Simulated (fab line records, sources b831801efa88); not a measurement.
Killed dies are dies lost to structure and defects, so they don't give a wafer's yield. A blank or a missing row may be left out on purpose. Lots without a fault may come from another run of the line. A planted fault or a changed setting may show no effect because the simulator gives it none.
Chamber matching | flow sky130 | SKY_VIA4_CMP_02 on cmp-02: 4 sister chambers
The step polishes SiO2. 4 wafers are shown with their chamber, then 7 later ones without.

WAFERS WITH THEIR CHAMBER
wafer  | chamber | motor_current_A (A)
L827.3 | 3       | 15.2
L831.3 | 2       | 13.2
L838.2 | 1       | 11.6
L838.3 | 0       | 10.4

WAFERS WITHOUT THEIR CHAMBER
wafer  | motor_current_A (A)
L838.4 | 15.1
L839.1 | 11.3
L839.3 | 14.0
L839.5 | 11.8
L841.2 | 15.2
L841.4 | 13.8
L841.5 | 15.2

WHICH CHAMBER EACH WENT THROUGH
wafer  | from the rows above     | in truth
L838.4 | 3                       | 3
L839.1 | can't be placed: 1 or 0 | 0
L839.3 | can't be placed: 2 or 3 | 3
L839.5 | 1                       | 1
L841.2 | 3                       | 3
L841.4 | can't be placed: 2 or 3 | 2
L841.5 | 3                       | 3
Placed correctly: 4 of 7. Can't be placed from these rows: 3 (the true chamber is among the candidates in 3). Placed wrongly: 0.
How it was worked out, from the rows above alone: a wafer's distance from a chamber is the root of the sum, over the readings, of the square of ((its reading less the chamber's mean) divided by the reading's scatter). The wafer belongs to the nearest chamber; if the next one is less than 2 further off, it can't be placed. A chamber's mean is the mean of its shown wafers. The scatter: with one shown wafer a chamber, the root of the mean of the squares of how far each hidden wafer lies from its nearest shown one.
